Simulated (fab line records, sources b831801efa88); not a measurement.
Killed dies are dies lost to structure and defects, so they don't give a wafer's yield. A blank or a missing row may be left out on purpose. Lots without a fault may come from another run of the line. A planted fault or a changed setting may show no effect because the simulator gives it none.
Which tool did it? | flow gf180mcu | 13 lots, 39 wafers sampled, at 5 steps of a route of 602

WHAT THE GAUGES READ, wafer by wafer
GF_STI_THK_MEAS_04.
lot  | measured    | on            | STI_CVD_03_THK (nm)
L229 | day 1 13:53 | film_metro-01 | 206.3 205.1 207.0
L231 | day 2 00:24 | film_metro-03 | 207.4 207.5 205.9
L232 | day 2 05:59 | film_metro-02 | 209.3 209.2 210.2
L233 | day 2 11:03 | film_metro-02 | 206.2 206.2 208.5
L234 | day 2 15:20 | film_metro-03 | 207.8 208.9 207.7
L236 | day 3 01:43 | film_metro-01 | 206.7 209.4 207.0
L238 | day 3 10:34 | film_metro-02 | 206.2 205.4 207.0
L241 | day 4 01:34 | film_metro-01 | 208.9 208.3 208.2
L247 | day 5 07:36 | film_metro-02 | 210.6 209.8 209.7
L248 | day 5 12:51 | film_metro-02 | 206.5 206.8 206.8
L249 | day 5 17:34 | film_metro-01 | 212.5 213.4 212.6
L250 | day 5 22:35 | film_metro-03 | 207.7 206.9 206.0
L252 | day 6 08:34 | film_metro-03 | 206.8 208.4 205.7

GF_NWELL_TW_MEAS_11.
lot  | measured    | on            | NWELL_TW
L229 | day 3 11:38 | film_metro-01 | 1569 1565 1560
L231 | day 3 22:11 | film_metro-04 | 1544 1542 1549
L232 | day 4 04:31 | film_metro-02 | 1584 1572 1575
L233 | day 4 07:31 | film_metro-01 | 1548 1556 1549
L234 | day 4 11:22 | film_metro-01 | 1547 1548 1559
L236 | day 5 00:31 | film_metro-02 | 1568 1577 1577
L238 | day 5 08:40 | film_metro-02 | 1583 1577 1578
L241 | day 6 03:22 | film_metro-04 | 1546 1550 1549
L247 | day 7 12:11 | film_metro-04 | 1547 1544 1536
L248 | day 7 16:20 | film_metro-04 | 1542 1554 1537
L249 | day 7 21:22 | film_metro-01 | 1555 1557 1559
L250 | day 8 02:44 | film_metro-04 | 1550 1545 1539
L252 | day 8 13:32 | film_metro-01 | 1564 1560 1563

GF_VT_IMPLANT_RS_MEAS_48: measures by four-point-probe.
lot  | measured     | on            | LVPWELL_RS (ohm/sq)
L229 | day 7 21:20  | film_metro-04 | 1198.7 1197.6 1198.7
L231 | day 8 11:14  | film_metro-01 | 1199.8 1196.6 1197.3
L232 | day 8 17:20  | film_metro-04 | 1197.3 1197.9 1196.7
L233 | day 8 20:44  | film_metro-02 | 1192.4 1193.3 1193.3
L234 | day 9 00:47  | film_metro-02 | 1189.4 1187.6 1191.1
L236 | day 9 17:19  | film_metro-02 | 1184.4 1187.1 1186.3
L238 | day 10 03:41 | film_metro-02 | 1196.4 1198.4 1197.4
L241 | day 11 04:10 | film_metro-02 | 1197.5 1195.5 1195.1
L247 | day 12 18:13 | film_metro-04 | 1200.3 1199.9 1201.6
L248 | day 12 23:59 | film_metro-02 | 1201.4 1199.4 1200.5
L249 | day 13 06:52 | film_metro-01 | 1195.3 1194.4 1196.0
L250 | day 13 13:50 | film_metro-04 | 1195.0 1196.1 1197.5
L252 | day 14 00:47 | film_metro-01 | 1191.4 1194.6 1195.0

WHICH TOOL RAN EACH LOT (tool, then ch and the chambers of the sampled wafers, then the start)
lot  | GF_STI_ETCH_13                    | GF_LVPWELL_IMPLANT_09
L229 | rie_diel-03 ch 0,2, day 2 01:19   | implanter-02 ch 0, day 4 00:48
L231 | rie_diel-04 ch 0,2,3, day 2 12:31 | implanter-04 ch 0, day 4 12:16
L232 | rie_diel-02 ch 0,1, day 2 18:40   | implanter-04 ch 0, day 4 18:34
L233 | rie_diel-03 ch 0,2, day 3 00:01   | implanter-02 ch 0, day 4 21:15
L234 | rie_diel-04 ch 0,1,3, day 3 03:37 | implanter-04 ch 0, day 5 01:19
L236 | rie_diel-04 ch 1,2, day 3 15:04   | implanter-04 ch 0, day 5 15:05
L238 | rie_diel-04 ch 0,1,3, day 3 23:37 | implanter-02 ch 0, day 5 23:34
L241 | rie_diel-02 ch 0,2, day 4 14:49   | implanter-03 ch 0, day 6 18:53
L247 | rie_diel-02 ch 1,2, day 5 21:28   | implanter-02 ch 0, day 8 04:28
L248 | rie_diel-03 ch 1,2, day 6 03:25   | implanter-03 ch 0, day 8 09:26
L249 | rie_diel-02 ch 0,2, day 6 08:40   | implanter-03 ch 0, day 8 14:26
L250 | rie_diel-03 ch 1,2,3, day 6 13:46 | implanter-04 ch 0, day 8 19:27
L252 | rie_diel-03 ch 0,1,2, day 7 00:07 | implanter-03 ch 0, day 9 06:17
- GF_STI_ETCH_13: etches the open film in CHF3/O2, stops on Si, target depth 282.31 nm, time 112.9 s.
- GF_LVPWELL_IMPLANT_09

WHAT THE TOOLS THEMSELVES READ (means of the sampled wafers that have a number; where no wafer has one, the mark that the record gives instead)
GF_STI_ETCH_13.
lot  | tool        | drypump_motor_current_A (A) | oes_product_au (a.u.) | throttle_valve_pct (%)
L229 | rie_diel-03 | 5.7                         | 0.833                 | 8.806
L231 | rie_diel-04 | 5.4                         | 0.830                 | 8.806
L232 | rie_diel-02 | 5.8                         | 0.838                 | 8.808
L233 | rie_diel-03 | 5.5                         | 0.834                 | 8.821
L234 | rie_diel-04 | 5.8                         | 0.831                 | 8.810
L236 | rie_diel-04 | 5.7                         | 0.829                 | 8.806
L238 | rie_diel-04 | 5.8                         | 0.833                 | 8.804
L241 | rie_diel-02 | 5.2                         | 0.837                 | 8.818
L247 | rie_diel-02 | 5.4                         | 0.835                 | 8.822
L248 | rie_diel-03 | 5.6                         | 0.828                 | 8.814
L249 | rie_diel-02 | 5.2                         | 0.847                 | 8.817
L250 | rie_diel-03 | 5.9                         | 0.830                 | 8.817
L252 | rie_diel-03 | 5.6                         | 0.828                 | 8.816

GF_LVPWELL_IMPLANT_09.
lot  | tool         | dose_ions_cm2 | faraday_current_uA
L229 | implanter-02 | 5e+12         | 27.7
L231 | implanter-04 | 5e+12         | 27.9
L232 | implanter-04 | 5e+12         | 28.6
L233 | implanter-02 | 5e+12         | 28.1
L234 | implanter-04 | 5e+12         | 30.1
L236 | implanter-04 | 5e+12         | 29.7
L238 | implanter-02 | 5e+12         | 28.1
L241 | implanter-03 | 5e+12         | 28.5
L247 | implanter-02 | 5e+12         | 28.3
L248 | implanter-03 | 5e+12         | 28.4
L249 | implanter-03 | 5e+12         | 28.4
L250 | implanter-04 | 5e+12         | 27.8
L252 | implanter-03 | 5e+12         | 28.1

THE ANSWER, worked out from the rows above alone
Rule: what is usual is taken from the lots themselves. Put in order of their means at a reading, lots are off if they are a third of the lots or fewer, leave a main group of 4 or more, and stand apart from it by a gap of 3 or more times the standard deviation of the main group's means; of several such gaps the widest counts. A main group whose means are all the same, to the digits that the tables above print for the reading, isn't used. A lot without any number at a reading at which 4 lots or more have one is off too. The other lots that the step has rows for count as sound. The gauges are gone through in route order, then the tools' own readings, and for those a lot's mean is taken as printed above. The first step at which some lot is off is used, and at that step the reading that is off furthest; a lot without a number counts as furthest.
Off: L234, L236, at GF_LVPWELL_IMPLANT_09 (faraday_current_uA). The main group: mean 28.2, standard deviation 0.28.
A tool fits if, at that step or a process step before it, it ran every lot that is off, and no sound lot after the first of them. None of those tried fits.

WHAT THE SIMULATOR HAD PUT IN
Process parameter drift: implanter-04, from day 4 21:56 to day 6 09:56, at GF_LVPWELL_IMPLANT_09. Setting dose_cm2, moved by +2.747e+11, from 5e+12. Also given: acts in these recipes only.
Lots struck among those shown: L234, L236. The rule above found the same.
